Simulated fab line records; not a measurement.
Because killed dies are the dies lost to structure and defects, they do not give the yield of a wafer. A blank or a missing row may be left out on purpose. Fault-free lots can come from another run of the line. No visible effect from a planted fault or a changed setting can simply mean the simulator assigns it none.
fab line records	flow sky130
record lots=5	wafers=23
route steps=708 shown CONTACT@422 METAL1@436 VIA1@473 METAL2@485 VIA2@514
start_h: the number of hours between the record's first day and the start of the first shown wafer of the lot	wait_h: time in hours since the lot's previous step	" unchanged from the row above	L1.1+2: one row covering several wafers at once	- no value, or no start given	* or withheld: withheld	< > ~ a bound
route shown NAME@n: names a module that has steps shown in the file, with the first one's number in the route	usual: average and standard deviation across the fault-free wafers	same: alike in all rows	chamber/n: place in a boat	sites: readings site by site	_std_site: standard deviation of those values	_edge_site: outer sites' mean less inner sites'	radius_mm: for every site, how far away it sits from the centre of the wafer	mask NAME#n: copy n	behind: the most recent tool/chamber to have shaped the wafer	hold: cause of the lot's hold/its duration in hours/its outcome	device: which transistor (n, p or np) failed to switch	end of line: the tests these same wafers got at the end of their route	step lacking rows: just its recipe	killed: not the wafer's yield, but the dies lost to structure and defects at the first sort	map: per-die view of a wafer (x killed, . not killed, _ where there is no die)
set.NAME: the setting the step ran with; set.NAME@STEP: the setting that earlier step ran with	model.NAME: the simulator's own value behind a step, which no gauge read
one table per step and one row per wafer, for lots whose settings were changed on purpose
## steps
# step SKY_CONTACT_ETCH_16
# recipe chemistry=N2/H2	target=BARC	ion_energy_ev=200	source_w=500	bias_w=100	pressure_mtorr=30	n2_flow_sccm=100	h2_flow_sccm=200	stop_on=SiO2	time_s=45.9	target_depth_a=600
lot.wafer	tool	chamber	start_h	wait_h	set.bias_w
L077.1+4+5	rie_diel-01	2,0,2	780.76	0.0	100
L079.1+2+4+5+6	rie_diel-03	3,0,1,1,2	794.49	0.0	100
L082.1+5+6	rie_diel-03	2,3,2	806.84	0.0	110.5
L082.2+4	"	3,1	"	"	100
L083.1+2+3	rie_diel-04	1,0,2	813.19	0.0	100
L083.4+6	"	3,2	"	"	90.51
L085.1+5	rie_diel-04	0	824.69	0.0	100
L085.2+4+6	"	3,2,3	"	"	107.7
# step SKY_CONTACT_ETCH_17
# recipe target=SiO2	chemistry=C4F8/O2/Ar	stop_on=Si3N4	mask_material=KrF-thick	source_w=1500	bias_w=1200	pressure_mtorr=40	c4f8_flow_sccm=withheld	O2_flow_sccm=6	Ar_flow_sccm=300	time_s=withheld	target_depth_a=3400
lot.wafer	tool	chamber	start_h	wait_h	set.resist_thk_nm@CONTACT_COAT_09	model.KrF-thick_of_CONTACT_COAT_09.thk_nm
L077.1	rie_diel-01	2	780.80	0.0	450	329.3
L077.4	"	0	"	"	450	330.4
L077.5	"	2	"	"	450	330.1
L079.1	rie_diel-03	3	794.54	0.0	430.5	307.9
L079.2	"	0	"	"	450	327.2
L079.4	"	1	"	"	430.5	311.4
L079.5	"	1	"	"	430.5	310.6
L079.6	"	2	"	"	450	327.8
L082.1	rie_diel-03	2	806.88	0.0	470	346.6
L082.2	"	3	"	"	450	327.3
L082.4	"	1	"	"	470	347.5
L082.5	"	3	"	"	450	325.8
L082.6	"	2	"	"	470	346.2
L083.1	rie_diel-04	1	813.24	0.0	450	325.1
L083.2	"	0	"	"	468.8	345.9
L083.3	"	2	"	"	450	324.3
L083.4	"	3	"	"	468.8	344.5
L083.6	"	2	"	"	468.8	345.2
L085.1	rie_diel-04	0	824.74	0.0	450	329.8
L085.2	"	3	"	"	466.6	343.4
L085.4	"	2	"	"	450	325.5
L085.5	"	0	"	"	466.6	346.3
L085.6	"	3	"	"	450	325
# step SKY_CONTACT_ETCH_18
# recipe target=Si3N4	chemistry=CHF3/O2	stop_on=TiN	source_w=600	bias_w=200	pressure_mtorr=40	chf3_flow_sccm=50	O2_flow_sccm=5	time_s=39	target_depth_a=750
# step SKY_CONTACT_STRIP_19
# recipe chemistry=O2/N2	power_w=1400	pressure_mtorr=1500	platen_temp_c=withheld	o2_flow_sccm=3000	n2_flow_sccm=300	overash_fraction=0.5
# usual strip_time_to_endpoint_s=3.630/0.03
lot.wafer	tool	chamber	start_h	wait_h	set.resist_thk_nm@CONTACT_COAT_09	strip_time_to_endpoint_s
L077.1	plasma_asher-01	1	780.89	-	450	3.647
L077.4	"	0	"	"	450	3.653
L077.5	"	1	"	"	450	3.669
L079.1	plasma_asher-04	0	794.63	-	430.5	3.403
L079.2	"	1	"	"	450	3.606
L079.4	"	0	"	"	430.5	3.434
L079.5	"	1	"	"	430.5	3.455
L079.6	"	0	"	"	450	3.635
L082.1	plasma_asher-02	1	806.97	-	470	3.830
L082.2	"	0	"	"	450	3.618
L082.4	"	1	"	"	470	3.826
L082.5	"	1	"	"	450	3.592
L082.6	"	0	"	"	470	3.826
L083.1	plasma_asher-02	1	813.33	-	450	3.574
L083.2	"	0	"	"	468.8	3.822
L083.3	"	0	"	"	450	3.597
L083.4	"	1	"	"	468.8	3.790
L083.6	"	0	"	"	468.8	3.780
L085.1	plasma_asher-01	0	824.83	-	450	3.660
L085.2	"	1	"	"	466.6	3.766
L085.4	"	0	"	"	450	3.598
L085.5	"	1	"	"	466.6	3.838
L085.6	"	0	"	"	450	3.600
# step SKY_CONTACT_SPUTTER_23
# recipe material=TiN	target_thk_nm=20	chamber_pressure_pa=5	power_w=4000	time_s=80
lot.wafer	tool	chamber	start_h	wait_h	set.chamber_pressure_pa	model.TiN_of_CONTACT_SPUTTER_23.thk_nm
L077.1	pvd_sputter-04	-	781.48	0.0	5	20.18
L077.4	"	-	"	"	5	20.06
L077.5	"	-	"	"	5	20.14
L079.1	pvd_sputter-04	-	795.22	0.0	5.273	19.26
L079.2	"	-	"	"	5.273	18.99
L079.4	"	-	"	"	5.273	19.34
L079.5	"	-	"	"	5.273	18.95
L079.6	"	-	"	"	5.273	19.18
L082.1	pvd_sputter-04	-	807.57	0.0	4.617	21.19
L082.2	"	-	"	"	4.617	21.24
L082.4	"	-	"	"	4.617	20.83
L082.5	"	-	"	"	4.617	20.85
L082.6	"	-	"	"	4.617	21.06
L083.1	pvd_sputter-03	-	813.92	0.0	5.566	17.91
L083.2	"	-	"	"	5.566	18.43
L083.3	"	-	"	"	5.566	18.1
L083.4	"	-	"	"	5.566	18.14
L083.6	"	-	"	"	5.566	18.3
L085.1	pvd_sputter-04	-	825.43	0.0	5	19.71
L085.2	"	-	"	"	5	19.72
L085.4	"	-	"	"	5	19.97
L085.5	"	-	"	"	5	19.93
L085.6	"	-	"	"	5	19.65
# step SKY_METAL1_SPUTTER_02
# recipe material=AlCu	target_thk_nm=250	power_w=10600	time_s=13.3	chamber_pressure_pa=0.4
lot.wafer	tool	chamber	start_h	wait_h	set.power_w	model.AlCu_of_METAL1_SPUTTER_02.thk_nm
L077.1	pvd_sputter-01	-	782.18	0.0	10600	253.5
L077.4	"	-	"	"	10600	253
L077.5	"	-	"	"	10600	254.8
L079.1	pvd_sputter-02	-	795.92	0.0	9805	231.8
L079.2	"	-	"	"	9805	232
L079.4	"	-	"	"	10600	251.4
L079.5	"	-	"	"	9805	234.7
L079.6	"	-	"	"	10600	251.5
L082.1	pvd_sputter-02	-	808.27	0.0	10600	253.6
L082.2	"	-	"	"	9515	228
L082.4	"	-	"	"	10600	254.5
L082.5	"	-	"	"	9515	226.8
L082.6	"	-	"	"	9515	229.6
L083.1	pvd_sputter-01	-	814.62	0.0	10600	253
L083.2	"	-	"	"	10600	252.9
L083.3	"	-	"	"	9487	221.3
L083.4	"	-	"	"	9487	224.3
L083.6	"	-	"	"	10600	251.6
L085.1	pvd_sputter-02	-	826.13	0.0	9533	229.2
L085.2	"	-	"	"	10600	255.4
L085.4	"	-	"	"	10600	256.7
L085.5	"	-	"	"	10600	254.4
L085.6	"	-	"	"	9533	228.4
# step SKY_METAL1_SPUTTER_03
# recipe material=Ti	target_thk_nm=5	power_w=3000	time_s=3.3	chamber_pressure_pa=0.4
# step SKY_METAL1_SPUTTER_04
# recipe material=TiN	target_thk_nm=70	power_w=6500	time_s=58.3	chamber_pressure_pa=0.4
# step SKY_METAL1_RS_MEAS_05
# recipe thk_meas_gauge=four-point-probe	reads=TiN_of_METAL1_SPUTTER_04+Ti_of_METAL1_SPUTTER_03+AlCu_of_METAL1_SPUTTER_02+TiN_of_METAL1_SPUTTER_01+Ti_of_METAL1_SPUTTER_00
# usual METAL1_ALCU_RS=0.1258/0.0013
lot.wafer	tool	chamber	start_h	wait_h	set.power_w@METAL1_SPUTTER_02	METAL1_ALCU_RS[ohm/sq]
L077.1	film_metro-01	-	782.28	0.0	10600	0.1251
L077.4	"	-	"	"	10600	0.1249
L077.5	"	-	"	"	10600	0.1248
L079.1	film_metro-02	-	796.01	0.0	9805	0.1369
L079.2	"	-	"	"	9805	0.1368
L079.4	"	-	"	"	10600	0.1262
L079.5	"	-	"	"	9805	0.1354
L079.6	"	-	"	"	10600	0.1258
L082.1	film_metro-04	-	808.36	0.0	10600	0.1250
L082.2	"	-	"	"	9515	0.1393
L082.4	"	-	"	"	10600	0.1241
L082.5	"	-	"	"	9515	0.1403
L082.6	"	-	"	"	9515	0.1383
L083.1	film_metro-02	-	814.71	0.0	10600	0.1250
L083.2	"	-	"	"	10600	0.1253
L083.3	"	-	"	"	9487	0.1438
L083.4	"	-	"	"	9487	0.1417
L083.6	"	-	"	"	10600	0.1260
L085.1	film_metro-01	-	826.22	0.0	9533	0.1387
L085.2	"	-	"	"	10600	0.1241
L085.4	"	-	"	"	10600	0.1236
L085.5	"	-	"	"	10600	0.1246
L085.6	"	-	"	"	9533	0.1392
# step SKY_METAL1_THK_MEAS_06
# recipe thk_meas_gauge=xrf	reads=AlCu_of_METAL1_SPUTTER_02
# usual METAL1_ALCU_THK=255/3
lot.wafer	tool	chamber	start_h	wait_h	set.power_w@METAL1_SPUTTER_02	METAL1_ALCU_THK[nm]
L077.1	film_metro-01	-	782.40	0.1	10600	253
L077.4	"	-	"	"	10600	254
L077.5	"	-	"	"	10600	257
L079.1	film_metro-02	-	796.13	0.1	9805	235
L079.2	"	-	"	"	9805	235
L079.4	"	-	"	"	10600	255
L079.5	"	-	"	"	9805	238
L079.6	"	-	"	"	10600	255
L082.1	film_metro-04	-	808.48	0.1	10600	256
L082.2	"	-	"	"	9515	230
L082.4	"	-	"	"	10600	257
L082.5	"	-	"	"	9515	230
L082.6	"	-	"	"	9515	231
L083.1	film_metro-02	-	814.83	0.1	10600	255
L083.2	"	-	"	"	10600	254
L083.3	"	-	"	"	9487	224
L083.4	"	-	"	"	9487	227
L083.6	"	-	"	"	10600	255
L085.1	film_metro-01	-	826.34	0.1	9533	230
L085.2	"	-	"	"	10600	258
L085.4	"	-	"	"	10600	260
L085.5	"	-	"	"	10600	257
L085.6	"	-	"	"	9533	231
# step SKY_VIA1_ETCH_15
# recipe target=SiO2	chemistry=C4F8/O2/Ar	target_depth_nm=351	stop_on=TiN	mask_material=KrF-thick	source_w=1500	bias_w=1200	pressure_mtorr=40	c4f8_flow_sccm=withheld	O2_flow_sccm=6	Ar_flow_sccm=300	time_s=54
lot.wafer	tool	chamber	start_h	wait_h	set.time_s	model.KrF-thick_of_VIA1_COAT_07.thk_nm
L077.1	rie_diel-04	1	837.22	0.0	54	323
L077.4	"	0	"	"	54	324.1
L077.5	"	0	"	"	54	324.2
L079.1	rie_diel-02	2	849.47	0.0	51.57	324.4
L079.2	"	0	"	"	54	325
L079.4	"	3	"	"	54	320.3
L079.5	"	1	"	"	51.57	326.9
L079.6	"	0	"	"	54	323.9
L082.1	rie_diel-01	3	861.47	0.0	60.19	315.7
L082.2+4	"	0,3	"	"	60.19	318
L082.5	"	0	"	"	54	324.5
L082.6	"	2	"	"	54	325.4
L083.1	rie_diel-02	2	867.53	0.0	48.52	329.8
L083.2	"	0	"	"	54	322.1
L083.3	"	1	"	"	48.52	331.1
L083.4	"	3	"	"	48.52	325.8
L083.6	"	0	"	"	54	323.3
L085.1	rie_diel-01	0	878.25	0.0	56.25	323.8
L085.2	"	3	"	"	56.25	323.2
L085.4+5	"	1	"	"	54	325.2
L085.6	"	0	"	"	54	326.4
# step SKY_METAL2_SPUTTER_02
# recipe material=AlCu	target_thk_nm=250	power_w=10600	time_s=13.3	chamber_pressure_pa=0.4
lot.wafer	tool	chamber	start_h	wait_h	set.time_s	model.AlCu_of_METAL2_SPUTTER_02.thk_nm
L077.1	pvd_sputter-01	-	838.54	0.0	13.3	251.8
L077.4	"	-	"	"	13.3	252.7
L077.5	"	-	"	"	13.3	256.6
L079.1	pvd_sputter-01	-	850.80	0.0	13.3	246.1
L079.2	"	-	"	"	14.04	266
L079.4	"	-	"	"	13.3	247.7
L079.5	"	-	"	"	13.3	249
L079.6	"	-	"	"	14.04	265.2
L082.1	pvd_sputter-03	-	862.79	0.0	11.38	213.1
L082.2	"	-	"	"	11.38	212.9
L082.4	"	-	"	"	13.3	251
L082.5	"	-	"	"	11.38	212.2
L082.6	"	-	"	"	13.3	249.4
L083.1	pvd_sputter-01	-	868.85	0.0	14.52	270.4
L083.2	"	-	"	"	14.52	267.3
L083.3	"	-	"	"	13.3	243.9
L083.4	"	-	"	"	13.3	247.5
L083.6	"	-	"	"	13.3	248.7
L085.1	pvd_sputter-02	-	879.93	0.0	13.3	251.2
L085.2	"	-	"	"	13.91	261.6
L085.4	"	-	"	"	13.3	252.4
L085.5	"	-	"	"	13.91	261.9
L085.6	"	-	"	"	13.3	251
# step SKY_METAL2_SPUTTER_03
# recipe material=Ti	target_thk_nm=5	power_w=2899	time_s=3.3	chamber_pressure_pa=0.4
# step SKY_METAL2_SPUTTER_04
# recipe material=TiN	target_thk_nm=70	power_w=6500	time_s=58.3	chamber_pressure_pa=0.4
# step SKY_METAL2_RS_MEAS_05
# recipe thk_meas_gauge=four-point-probe	reads=TiN_of_METAL2_SPUTTER_04+Ti_of_METAL2_SPUTTER_03+AlCu_of_METAL2_SPUTTER_02+TiN_of_METAL2_SPUTTER_01+Ti_of_METAL2_SPUTTER_00
# usual METAL2_ALCU_RS=0.1265/0.0015
lot.wafer	tool	chamber	start_h	wait_h	set.time_s@METAL2_SPUTTER_02	METAL2_ALCU_RS[ohm/sq]
L077.1	film_metro-03	-	838.63	0.0	13.3	0.1260
L077.4	"	-	"	"	13.3	0.1257
L077.5	"	-	"	"	13.3	0.1232
L079.1	film_metro-03	-	850.89	0.0	13.3	0.1287
L079.2	"	-	"	"	14.04	0.1190
L079.4	"	-	"	"	13.3	0.1280
L079.5	"	-	"	"	13.3	0.1271
L079.6	"	-	"	"	14.04	0.1191
L082.1	film_metro-01	-	862.89	0.0	11.38	0.1501
L082.2	"	-	"	"	11.38	0.1498
L082.4	"	-	"	"	13.3	0.1265
L082.5	"	-	"	"	11.38	0.1504
L082.6	"	-	"	"	13.3	0.1273
L083.1	film_metro-01	-	868.94	0.0	14.52	0.1171
L083.2	"	-	"	"	14.52	0.1184
L083.3	"	-	"	"	13.3	0.1302
L083.4	"	-	"	"	13.3	0.1282
L083.6	"	-	"	"	13.3	0.1276
L085.1	film_metro-03	-	880.02	0.0	13.3	0.1262
L085.2	"	-	"	"	13.91	0.1209
L085.4	"	-	"	"	13.3	0.1253
L085.5	"	-	"	"	13.91	0.1209
L085.6	"	-	"	"	13.3	0.1263
# step SKY_METAL2_THK_MEAS_06
# recipe thk_meas_gauge=xrf	reads=AlCu_of_METAL2_SPUTTER_02
# usual METAL2_ALCU_THK=253/3.4
lot.wafer	tool	chamber	start_h	wait_h	set.time_s@METAL2_SPUTTER_02	METAL2_ALCU_THK[nm]
L077.1	film_metro-03	-	838.75	0.1	13.3	255
L077.4	"	-	"	"	13.3	255
L077.5	"	-	"	"	13.3	258
L079.1	film_metro-03	-	851.01	0.1	13.3	250
L079.2	"	-	"	"	14.04	268
L079.4	"	-	"	"	13.3	251
L079.5	"	-	"	"	13.3	253
L079.6	"	-	"	"	14.04	269
L082.1	film_metro-01	-	863.01	0.1	11.38	216
L082.2	"	-	"	"	11.38	215
L082.4	"	-	"	"	13.3	256
L082.5	"	-	"	"	11.38	215
L082.6	"	-	"	"	13.3	254
L083.1	film_metro-01	-	869.06	0.1	14.52	272
L083.2	"	-	"	"	14.52	268
L083.3	"	-	"	"	13.3	245
L083.4	"	-	"	"	13.3	248
L083.6	"	-	"	"	13.3	251
L085.1	film_metro-03	-	880.14	0.1	13.3	254
L085.2	"	-	"	"	13.91	267
L085.4	"	-	"	"	13.3	255
L085.5	"	-	"	"	13.91	264
L085.6	"	-	"	"	13.3	253
# step SKY_METAL2_METAL_ETCH_19
# recipe target_depth_a=3600	stop_on=SiO2	over_etch_frac=0.3	time_s=78	chemistry=Cl2/BCl3	resist_sidewall_deg=88	pressure_mtorr=10	icp_w=900	bias_w=48.5	Cl2_flow_sccm=60	bcl3_flow_sccm=30
lot.wafer	tool	chamber	start_h	wait_h	set.icp_w	model.KrF-thick_of_METAL2_COAT_10.thk_nm
L077.1	rie_metal-04	1	864.09	0.0	900	160.2
L077.4	"	0	"	"	900	158.9
L077.5	"	1	"	"	900	156.7
L079.1	rie_metal-04	1	876.03	0.0	863.9	163
L079.2	"	0	"	"	900	-
L079.4	"	1	"	"	900	155.1
L079.5	"	0	"	"	863.9	163.3
L079.6	"	1	"	"	863.9	-
L082.1	rie_metal-04	1	889.01	0.0	900	-
L082.2+5	"	0,1	"	"	846.6	-
L082.4	"	1	"	"	900	155.1
L082.6	"	0	"	"	900	159.5
L083.1	rie_metal-04	1	894.71	0.0	900	-
L083.2	"	0	"	"	1007	-
L083.3	"	0	"	"	900	161
L083.4	"	1	"	"	1007	137.7
L083.6	"	0	"	"	1007	138
L085.1	rie_metal-04	0	905.38	0.0	900	158.9
L085.2	"	1	"	"	824.2	173.9
L085.4	"	1	"	"	900	157.7
L085.5	"	1	"	"	900	158.2
L085.6	"	0	"	"	824.2	176.2
# step SKY_METAL2_STRIP_20
# recipe chemistry=O2/N2	power_w=1400	pressure_mtorr=1500	platen_temp_c=withheld	o2_flow_sccm=3000	n2_flow_sccm=300	overash_fraction=0.5
# usual strip_time_to_endpoint_s=2.69/0.048
lot.wafer	tool	chamber	start_h	wait_h	set.icp_w@METAL2_METAL_ETCH_19	strip_time_to_endpoint_s
L077.1	plasma_asher-03	0	864.18	0.1	900	2.72
L077.4	"	0	"	"	900	2.70
L077.5	"	0	"	"	900	2.67
L079.1	plasma_asher-02	1	876.12	0.1	863.9	2.76
L079.2	"	0	"	"	900	2.70
L079.4	"	0	"	"	900	2.68
L079.5	"	1	"	"	863.9	2.74
L079.6	"	0	"	"	863.9	2.78
L082.1	plasma_asher-04	0	889.10	0.1	900	2.68
L082.2	"	1	"	"	846.6	2.79
L082.4	"	1	"	"	900	2.67
L082.5	"	0	"	"	846.6	2.83
L082.6	"	1	"	"	900	2.71
L083.1	plasma_asher-04	0	894.80	0.1	900	2.70
L083.2	"	1	"	"	1007	2.45
L083.3	"	0	"	"	900	2.71
L083.4	"	1	"	"	1007	2.45
L083.6	"	1	"	"	1007	2.47
L085.1	plasma_asher-04	1	905.47	0.1	900	2.72
L085.2	"	0	"	"	824.2	2.86
L085.4	"	0	"	"	900	2.68
L085.5	"	0	"	"	900	2.70
L085.6	"	1	"	"	824.2	2.91
# step SKY_VIA2_COAT_07
# recipe resist=KrF-thick	spin_rpm=3000	resist_thk_nm=450
lot.wafer	tool	chamber	start_h	wait_h	set.resist_thk_nm	model.KrF-thick_of_VIA2_COAT_07.thk_nm
L077.1	litho_track-02	0	-	-	450	453
L077.4	"	0	"	"	450	452.6
L077.5	"	0	"	"	450	453.3
L079.1	litho_track-04	0	-	-	450	450.4
L079.2	"	0	"	"	450	448.9
L079.4	"	0	"	"	459	457.2
L079.5	"	0	"	"	459	458.3
L079.6	"	0	"	"	459	458
L082.1	litho_track-01	0	-	-	438.4	439.5
L082.2	"	0	"	"	450	452
L082.4	"	0	"	"	438.4	439.3
L082.5	"	0	"	"	438.4	441.4
L082.6	"	0	"	"	450	451.1
L083.1	litho_track-02	0	-	-	450	448.4
L083.2	"	0	"	"	450	449.6
L083.3+6	"	0	"	"	450	448.3
L083.4	"	0	"	"	450	449.5
L085.1	litho_track-02	0	-	-	450	451.7
L085.2	"	0	"	"	436.4	437.2
L085.4	"	0	"	"	436.4	436.8
L085.5	"	0	"	"	450	450.2
L085.6	"	0	"	"	436.4	436.9
## key
split step=SKY_CONTACT_ETCH_16	setting=bias_w	stated=100	by=wafer
response none clear
split step=SKY_CONTACT_SPUTTER_23	setting=chamber_pressure_pa	stated=5	by=lot
response step=SKY_CONTACT_SPUTTER_23	reading=model.TiN_of_CONTACT_SPUTTER_23.thk_nm	change=-0.15	per=1%	r=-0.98
split step=SKY_METAL1_SPUTTER_02	setting=power_w	stated=10600	by=wafer
response step=SKY_METAL1_SPUTTER_02	reading=model.AlCu_of_METAL1_SPUTTER_02.thk_nm	change=+2.64	per=1%	r=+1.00
response step=SKY_METAL1_RS_MEAS_05	reading=METAL1_ALCU_RS	change=-0.0015	per=1%	r=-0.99
response step=SKY_METAL1_THK_MEAS_06	reading=METAL1_ALCU_THK	change=+2.67	per=1%	r=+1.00
split step=SKY_VIA1_ETCH_15	setting=time_s	stated=54	by=wafer
response step=SKY_VIA1_ETCH_15	reading=model.KrF-thick_of_VIA1_COAT_07.thk_nm	change=-0.631	per=1%	r=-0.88
split step=SKY_METAL2_SPUTTER_02	setting=time_s	stated=13.3	by=wafer
response step=SKY_METAL2_SPUTTER_02	reading=model.AlCu_of_METAL2_SPUTTER_02.thk_nm	change=+2.58	per=1%	r=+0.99
response step=SKY_METAL2_RS_MEAS_05	reading=METAL2_ALCU_RS	change=-0.00147	per=1%	r=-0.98
response step=SKY_METAL2_THK_MEAS_06	reading=METAL2_ALCU_THK	change=+2.66	per=1%	r=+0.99
split step=SKY_METAL2_METAL_ETCH_19	setting=icp_w	stated=900	by=wafer
response step=SKY_METAL2_METAL_ETCH_19	reading=model.KrF-thick_of_METAL2_COAT_10.thk_nm	change=-1.97	per=1%	r=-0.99
response step=SKY_METAL2_STRIP_20	reading=strip_time_to_endpoint_s	change=*	per=1%	r=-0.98
split step=SKY_VIA2_COAT_07	setting=resist_thk_nm	stated=450	by=wafer
response step=SKY_VIA2_COAT_07	reading=model.KrF-thick_of_VIA2_COAT_07.thk_nm	change=+4.46	per=1%	r=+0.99
split outside_this_file step=SKY_CONTACT_COAT_09 setting=resist_thk_nm
# split outside_this_file: this setting was split too, and the file shows its column; the key of that split is in another file
